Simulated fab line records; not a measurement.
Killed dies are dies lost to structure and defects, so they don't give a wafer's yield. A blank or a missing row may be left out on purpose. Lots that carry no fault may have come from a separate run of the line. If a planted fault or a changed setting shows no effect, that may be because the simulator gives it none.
fab line records + flow sky130
[record]
- lots = 11
- wafers = 33
- lastDay = 50
route steps=708 shown METAL3@535 CAP2M@603
lots that met no fault: taken from a fault-free run of the same line
startH: start of the lot's first displayed wafer, in hours after the record's first day + waitH: hours since the lot's step before + " same as the row above + L1.1+2: a row that stands for several wafers + - no value, or no start given + * or withheld: withheld + < > ~ a bound
route shown NAME@n: a module of which the file shows steps, and the number in the route of the first + usual: the fault-free wafers' mean and standard deviation + same: alike in all rows + chamber/n: place in a boat + sites: readings site by site + _std_site: standard deviation of those values + _edge_site: mean of outer sites minus mean of inner sites + radiusMm: how far each site lies from the wafer's centre + mask NAME#n: copy n + behind: tool/chamber where the wafer was last shaped + hold: reason for holding the lot/hours on hold/outcome of the hold + device: the n, p or np transistor that did not switch + end of line: tests of these same wafers at the route's end + for a step that has no rows: nothing shown but its recipe + killed: the dies lost at the first sort to structure and to defects; this is not the yield of the wafer + map: the dies of a wafer, with x for killed, . for not killed, _ for no die there
set.NAME: setting as actually run; set.NAME@STEP: the setting as run at that earlier step + model.NAME: the simulator's own value behind a step, which no gauge read
route steps across a sampled set of lots; one table per step, one row per wafer
services: a tool's chamber out of use, with start hour (startH, from the record's first day; less than 0 if before it), hours out, and reason
[[steps]]
[step SKY_METAL3_SPUTTER_03]
[recipe]
- material = Ti
- targetThkNm = 5
- powerW = 3000
- timeS = 3.3
- chamberPressurePa = 0.4
[usual]
- throttleValvePct = 29.4/0.79
| lot.wafer | tool          | chamber | startH  | waitH | throttleValvePct |
|-----------|---------------|---------|---------|-------|------------------|
| L195.1    | pvdSputter-04 | -       | 841.77  | 0.0   | 31.2             |
| L195.3    | "             | -       | "       | "     | 29.8             |
| L195.6    | "             | -       | "       | "     | 29.8             |
| L197.2    | pvdSputter-01 | -       | 858.73  | 0.0   | 28.6             |
| L197.4    | "             | -       | "       | "     | 29.4             |
| L197.5    | "             | -       | "       | "     | 29.2             |
| L198.1    | pvdSputter-02 | -       | 862.92  | 0.0   | 28.7             |
| L198.4    | "             | -       | "       | "     | 29.9             |
| L198.5    | "             | -       | "       | "     | 29.3             |
| L201.2    | pvdSputter-02 | -       | 889.37  | 0.0   | 29.6             |
| L201.3    | "             | -       | "       | "     | 28.2             |
| L201.4    | "             | -       | "       | "     | 28.8             |
| L206.2    | pvdSputter-02 | -       | 946.38  | 0.0   | 28.8             |
| L206.4    | "             | -       | "       | "     | 29.5             |
| L206.6    | "             | -       | "       | "     | 29.7             |
| L207.3    | pvdSputter-02 | -       | 955.92  | 0.0   | 30.1             |
| L207.4    | "             | -       | "       | "     | 29.5             |
| L207.5    | "             | -       | "       | "     | 29.5             |
| L208.1    | pvdSputter-01 | -       | 959.27  | 0.0   | 29.3             |
| L208.3    | "             | -       | "       | "     | 29.2             |
| L208.5    | "             | -       | "       | "     | 30.8             |
| L209.4    | pvdSputter-01 | -       | 959.57  | 0.0   | 29.1             |
| L209.5    | "             | -       | "       | "     | 28.5             |
| L209.6    | "             | -       | "       | "     | 29.3             |
| L211.2    | pvdSputter-01 | -       | 967.42  | 0.0   | 30.8             |
| L211.5    | "             | -       | "       | "     | 30.6             |
| L211.6    | "             | -       | "       | "     | 28.7             |
| L212.1    | pvdSputter-04 | -       | 975.05  | 0.0   | 29.8             |
| L212.3    | "             | -       | "       | "     | 28.5             |
| L212.5    | "             | -       | "       | "     | 31.4             |
| L218.1    | pvdSputter-02 | -       | 1009.27 | 0.0   | 28.9             |
| L218.3    | "             | -       | "       | "     | 28.4             |
| L218.5    | "             | -       | "       | "     | 28.2             |
[step SKY_METAL3_EXPOSE_10]
[recipe]
- maskId = MM3
- na = 0.68
- sourceShape = annular
- sigmaInner = 0.4
- sigmaOuter = 0.8
- targetCdNm = 300
- doseMj = 28
[usual]
- exposureDoseMJCm2 = 27.96/0.043
- reticleTempC = 22.99/0.11
| lot.wafer | tool          | chamber | startH  | waitH | mask  | exposureDoseMJCm2 | reticleTempC |
|-----------|---------------|---------|---------|-------|-------|-------------------|--------------|
| L195.1    | krfScanner-02 | 0       | 881.50  | -     | MM3#0 | 28.01             | 23.24        |
| L195.3    | "             | 0       | "       | "     | MM3#0 | 28.02             | 23.11        |
| L195.6    | "             | 0       | "       | "     | MM3#0 | 27.99             | 22.98        |
| L197.2    | krfScanner-01 | 0       | 897.27  | -     | MM3#0 | 27.92             | 23.08        |
| L197.4    | "             | 0       | "       | "     | MM3#0 | 27.92             | 22.98        |
| L197.5    | "             | 0       | "       | "     | MM3#0 | 27.89             | 23.07        |
| L198.1    | krfScanner-01 | 0       | 902.35  | -     | MM3#0 | 27.94             | 23.10        |
| L198.4    | "             | 0       | "       | "     | MM3#0 | 27.96             | 23.22        |
| L198.5    | "             | 0       | "       | "     | MM3#0 | 27.91             | 23.03        |
| L201.2    | krfScanner-02 | 0       | 927.62  | -     | MM3#0 | 28.02             | 23.02        |
| L201.3    | "             | 0       | "       | "     | MM3#0 | 27.97             | 23.04        |
| L201.4    | "             | 0       | "       | "     | MM3#0 | 27.96             | 23.13        |
| L206.2    | krfScanner-01 | 0       | 982.67  | -     | MM3#0 | 26.60             | 22.96        |
| L206.4    | "             | 0       | "       | "     | MM3#0 | 26.57             | 23.21        |
| L206.6    | "             | 0       | "       | "     | MM3#0 | 26.59             | 23.10        |
| L207.3    | krfScanner-01 | 0       | 991.79  | -     | MM3#0 | 26.66             | 22.75        |
| L207.4    | "             | 0       | "       | "     | MM3#0 | 26.62             | 22.92        |
| L207.5    | "             | 0       | "       | "     | MM3#0 | 26.61             | 22.79        |
| L208.1    | krfScanner-01 | 0       | 995.15  | -     | MM3#0 | 26.90             | 22.95        |
| L208.3    | "             | 0       | "       | "     | MM3#0 | 26.91             | 23.04        |
| L208.5    | "             | 0       | "       | "     | MM3#0 | 26.89             | 22.93        |
| L209.4    | krfScanner-01 | 0       | 995.67  | -     | MM3#0 | 26.86             | 23.13        |
| L209.5    | "             | 0       | "       | "     | MM3#0 | 26.89             | 22.94        |
| L209.6    | "             | 0       | "       | "     | MM3#0 | 26.89             | 23.08        |
| L211.2    | krfScanner-02 | 0       | 1003.94 | -     | MM3#0 | 28.02             | 23.21        |
| L211.5    | "             | 0       | "       | "     | MM3#0 | 27.99             | 23.12        |
| L211.6    | "             | 0       | "       | "     | MM3#0 | 27.94             | 23.01        |
| L212.1    | krfScanner-02 | 0       | 1012.97 | -     | MM3#0 | 28.04             | 23.04        |
| L212.3    | "             | 0       | "       | "     | MM3#0 | 28.06             | 22.85        |
| L212.5    | "             | 0       | "       | "     | MM3#0 | 27.99             | 22.97        |
| L218.1    | krfScanner-02 | 0       | 1044.10 | -     | MM3#0 | 27.92             | 22.88        |
| L218.3    | "             | 0       | "       | "     | MM3#0 | 27.96             | 22.85        |
| L218.5    | "             | 0       | "       | "     | MM3#0 | 27.98             | 22.97        |
[step SKY_METAL3_CD_MEAS_13]
[recipe]
- targetCdNm = 300
[usual]
- cdNm = 300.1/1.8
| lot.wafer | tool     | chamber | startH  | waitH | cdNm  |
|-----------|----------|---------|---------|-------|-------|
| L195.1    | cdSem-01 | -       | 893.82  | -     | 301.8 |
| L195.3    | "        | -       | "       | "     | 301.3 |
| L195.6    | "        | -       | "       | "     | 299.4 |
| L197.2    | cdSem-01 | -       | 910.28  | -     | 299.4 |
| L197.4    | "        | -       | "       | "     | 300.0 |
| L197.5    | "        | -       | "       | "     | 300.0 |
| L198.1    | cdSem-02 | -       | 914.80  | -     | 297.8 |
| L198.4    | "        | -       | "       | "     | 298.3 |
| L198.5    | "        | -       | "       | "     | 297.4 |
| L201.2    | cdSem-02 | -       | 939.89  | -     | 295.5 |
| L201.3    | "        | -       | "       | "     | 297.5 |
| L201.4    | "        | -       | "       | "     | 296.1 |
| L206.2    | cdSem-01 | -       | 994.02  | -     | 308.6 |
| L206.4    | "        | -       | "       | "     | 309.2 |
| L206.6    | "        | -       | "       | "     | 308.9 |
| L207.3    | cdSem-01 | -       | 1003.70 | -     | 308.5 |
| L207.4    | "        | -       | "       | "     | 308.5 |
| L207.5    | "        | -       | "       | "     | 307.4 |
| L208.1    | cdSem-01 | -       | 1007.55 | -     | 306.6 |
| L208.3    | "        | -       | "       | "     | 306.7 |
| L208.5    | "        | -       | "       | "     | 306.1 |
| L209.4    | cdSem-01 | -       | 1007.85 | -     | 303.9 |
| L209.5    | "        | -       | "       | "     | 304.4 |
| L209.6    | "        | -       | "       | "     | 303.8 |
| L211.2    | cdSem-02 | -       | 1015.52 | -     | 302.6 |
| L211.5    | "        | -       | "       | "     | 303.0 |
| L211.6    | "        | -       | "       | "     | 302.6 |
| L212.1    | cdSem-02 | -       | 1024.02 | -     | 298.8 |
| L212.3    | "        | -       | "       | "     | 298.5 |
| L212.5    | "        | -       | "       | "     | 298.1 |
| L218.1    | cdSem-02 | -       | 1055.01 | -     | 300.0 |
| L218.3    | "        | -       | "       | "     | 300.4 |
| L218.5    | "        | -       | "       | "     | 301.0 |
[step SKY_METAL3_ETCH_16]
[recipe]
- chemistry = N2/H2
- target = BARC
- ionEnergyEv = 200
- biasW = 100
- pressureMtorr = 30
- n2FlowSccm = 100
- h2FlowSccm = 200
- icpW = 500
- stopOn = SiO2
- timeS = 88.2
- targetDepthA = 600
[usual]
- chamberPressureMTorr = 29.999/0.029
- drypumpMotorCurrentA = 6.03/0.28
- oesProductAu = 0.626/0.0042
- throttleValvePct = 13.205/0.0091
| lot.wafer | tool        | chamber | startH  | waitH | chamberPressureMTorr | drypumpMotorCurrentA | oesProductAu | rfHoursCounterH | throttleValvePct |
|-----------|-------------|---------|---------|-------|----------------------|----------------------|--------------|-----------------|------------------|
| L195.1    | rieMetal-03 | 1       | 894.01  | 0.0   | 30.015               | 6.26                 | 0.625        | 11              | 13.198           |
| L195.3    | "           | 0       | "       | "     | 30.006               | 6.04                 | 0.618        | -               | 13.199           |
| L195.6    | "           | 1       | "       | "     | 30.025               | 6.21                 | 0.626        | -               | 13.209           |
| L197.2    | rieMetal-01 | 1       | 910.44  | 0.0   | 29.951               | 5.48                 | 0.626        | 14              | 13.214           |
| L197.4    | "           | 1       | "       | "     | 29.991               | 5.49                 | 0.626        | -               | 13.212           |
| L197.5    | "           | 0       | "       | "     | 29.998               | 6.43                 | 0.628        | -               | 13.195           |
| L198.1    | rieMetal-04 | 0       | 914.99  | 0.0   | 29.987               | 5.85                 | 0.627        | 12              | 13.215           |
| L198.4    | "           | 0       | "       | "     | 30.005               | 5.84                 | 0.625        | -               | 13.188           |
| L198.5    | "           | 1       | "       | "     | 29.968               | 6.09                 | 0.624        | -               | 13.204           |
| L201.2    | rieMetal-03 | 0       | 940.06  | 0.0   | 30.060               | 6.06                 | 0.628        | 11              | 13.216           |
| L201.3    | "           | 1       | "       | "     | 30.040               | 6.25                 | 0.623        | -               | 13.212           |
| L201.4    | "           | 0       | "       | "     | 30.001               | 6.07                 | 0.619        | -               | 13.211           |
| L206.2    | rieMetal-03 | 1       | 994.21  | 0.0   | 29.989               | 6.29                 | 0.629        | 15              | 13.205           |
| L206.4    | "           | 0       | "       | "     | 29.962               | 6.04                 | 0.616        | -               | 13.208           |
| L206.6    | "           | 1       | "       | "     | 29.990               | 6.23                 | 0.626        | -               | 13.211           |
| L207.3    | rieMetal-04 | 1       | 1003.88 | 0.0   | 29.956               | 6.09                 | 0.634        | -               | 13.194           |
| L207.4    | "           | 0       | "       | "     | 29.984               | 5.81                 | 0.628        | -               | 13.207           |
| L207.5    | "           | 1       | "       | "     | 30.020               | 6.11                 | 0.618        | -               | 13.202           |
| L208.1    | rieMetal-04 | 0       | 1007.73 | 0.0   | 30.013               | 5.84                 | 0.630        | 17              | 13.210           |
| L208.3    | "           | 0       | "       | "     | 29.955               | 5.83                 | 0.627        | -               | 13.203           |
| L208.5    | "           | 1       | "       | "     | 30.030               | 6.08                 | 0.625        | -               | 13.193           |
| L209.4    | rieMetal-03 | 0       | 1008.01 | 0.0   | 30.007               | 6.05                 | 0.630        | -               | 13.199           |
| L209.5    | "           | 0       | "       | "     | 30.042               | 6.04                 | 0.625        | -               | 13.215           |
| L209.6    | "           | 1       | "       | "     | 29.971               | 6.31                 | 0.627        | -               | 13.191           |
| L211.2    | rieMetal-04 | 1       | 1015.69 | 0.0   | 29.970               | 6.08                 | 0.628        | 18              | 13.198           |
| L211.5    | "           | 0       | "       | "     | 29.979               | 5.82                 | 0.625        | -               | 13.199           |
| L211.6    | "           | 1       | "       | "     | 30.066               | 6.10                 | 0.623        | -               | 13.209           |
| L212.1    | rieMetal-04 | 0       | 1024.24 | 0.1   | 29.981               | 5.83                 | 0.625        | 18              | 13.205           |
| L212.3    | "           | 0       | "       | "     | 29.948               | 5.82                 | 0.626        | -               | 13.195           |
| L212.5    | "           | 0       | "       | "     | 30.023               | 5.85                 | 0.633        | -               | 13.202           |
| L218.1    | rieMetal-03 | 1       | 1055.20 | 0.0   | 29.979               | 6.27                 | 0.627        | 18              | 13.206           |
| L218.3    | "           | 1       | "       | "     | 29.958               | 6.26                 | 0.622        | -               | 13.227           |
| L218.5    | "           | 1       | "       | "     | 29.990               | 6.28                 | 0.614        | -               | 13.193           |
[step SKY_CAP2M_CVD_00]
[recipe]
- material = SiO2
- targetThkNm = 15.5
- tempC = 400
- timeS = withheld
- rfW = 450
[usual]
- heaterPowerW = 785/88
| lot.wafer | tool     | chamber | startH  | waitH | heaterPowerW |
|-----------|----------|---------|---------|-------|--------------|
| L195.1    | pecvd-01 | 0       | 922.52  | 0.0   | 808          |
| L195.3    | "        | 2       | "       | "     | 689          |
| L195.6    | "        | 0       | "       | "     | 802          |
| L197.2    | pecvd-01 | 0       | 938.62  | 0.0   | 917          |
| L197.4    | "        | 1       | "       | "     | 830          |
| L197.5    | "        | 2       | "       | "     | 682          |
| L198.1    | pecvd-03 | 2       | 943.31  | 0.0   | 675          |
| L198.4    | "        | 1       | "       | "     | 756          |
| L198.5    | "        | 0       | "       | "     | 657          |
| L201.2    | pecvd-02 | 1       | 966.59  | 0.0   | 797          |
| L201.3    | "        | 2       | "       | "     | 759          |
| L201.4    | "        | 0       | "       | "     | 962          |
| L206.2    | pecvd-03 | 2       | 1021.34 | 0.0   | 838          |
| L206.4    | "        | 1       | "       | "     | 797          |
| L206.6    | "        | 0       | "       | "     | 768          |
| L207.3    | pecvd-02 | 1       | 1029.23 | 0.0   | 711          |
| L207.4    | "        | 0       | "       | "     | 818          |
| L207.5    | "        | 2       | "       | "     | 639          |
| L208.1    | pecvd-01 | 0       | 1033.65 | 0.0   | 839          |
| L208.3    | "        | 1       | "       | "     | 773          |
| L208.5    | "        | 1       | "       | "     | 772          |
| L209.4    | pecvd-02 | 0       | 1034.56 | 0.0   | 887          |
| L209.5    | "        | 1       | "       | "     | 868          |
| L209.6    | "        | 2       | "       | "     | 750          |
| L211.2    | pecvd-01 | 0       | 1041.75 | 0.0   | 929          |
| L211.5    | "        | 0       | "       | "     | 921          |
| L211.6    | "        | 2       | "       | "     | 625          |
| L212.1    | pecvd-01 | 2       | 1050.00 | 0.0   | 665          |
| L212.3    | "        | 1       | "       | "     | 841          |
| L212.5    | "        | 0       | "       | "     | 943          |
| L218.1    | pecvd-01 | 1       | 1079.48 | 0.0   | 835          |
| L218.3    | "        | 2       | "       | "     | 695          |
| L218.5    | "        | 0       | "       | "     | 875          |
[[services]]
| tool          | chamber | startH  | hours | kind   |
|---------------|---------|---------|-------|--------|
| pecvd-01      | -       | 833.95  | 2.8   | pm     |
| krfScanner-02 | -       | 847.60  | 4.0   | pm     |
| krfScanner-02 | -       | 851.62  | 1.0   | pm     |
| krfScanner-01 | -       | 870.60  | 1.0   | pm     |
| krfScanner-02 | -       | 871.35  | 0.4   | repair |
| krfScanner-02 | -       | 871.74  | 1.3   | pm     |
| krfScanner-02 | -       | 890.70  | 0.8   | pm     |
| krfScanner-01 | -       | 904.18  | 0.2   | repair |
| krfScanner-01 | -       | 909.07  | 0.8   | pm     |
| krfScanner-01 | -       | 917.05  | 1.3   | pm     |
| pvdSputter-02 | -       | 920.56  | 5.9   | repair |
| krfScanner-01 | -       | 944.33  | 0.6   | repair |
| krfScanner-01 | -       | 952.47  | 0.3   | repair |
| krfScanner-02 | -       | 966.54  | 0.6   | repair |
| pecvd-01      | -       | 974.00  | 6.0   | pm     |
| krfScanner-02 | -       | 974.40  | 0.2   | repair |
| pecvd-01      | 2       | 981.16  | 4.9   | repair |
| krfScanner-02 | -       | 990.27  | 4.4   | pm     |
| pecvd-01      | 0       | 995.71  | 19.3  | repair |
| krfScanner-02 | -       | 1016.77 | 1.0   | pm     |
| rieMetal-04   | 1       | 1019.34 | 12.3  | repair |
| krfScanner-02 | -       | 1028.66 | 3.6   | pm     |
| krfScanner-01 | -       | 1039.67 | 1.0   | pm     |
| krfScanner-01 | -       | 1077.81 | 0.8   | pm     |
[[key]]
[firstSign]
- step = SKY_METAL3_EXPOSE_10
- reading = exposureDoseMJCm2
- direction = down
- sigmas = 28
- usual = *
- struck = *
[effect]
- step = SKY_METAL3_CD_MEAS_13
- reading = cdNm
- direction = up
- sigmas = 3.7
- usual = 300.1
- struck = 306.9
- through = controlLoop
metAt SKY_METAL3_EXPOSE_10
struckLots L206,L207,L208,L209
[loopTrim]
- step = SKY_METAL3_EXPOSE_10
- setting = dose
- lots = L208,L209
notActingAt SKY_METAL3_SPUTTER_03,SKY_METAL3_ETCH_16,SKY_CAP2M_CVD_00
onsetBetween 902.35 982.67
[fault]
- kind = processParameterDrift
- tool = krfScanner-01
- chamber = -
- onsetH = 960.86
- steps = SKY_METAL3_EXPOSE_10
- channel = doseMj
- offset = -1.3352
- shape = step
- actsIn = theseRecipesOnly
- stated = 28
// loopTrim: a control loop set the setting to another value than it would have without faults
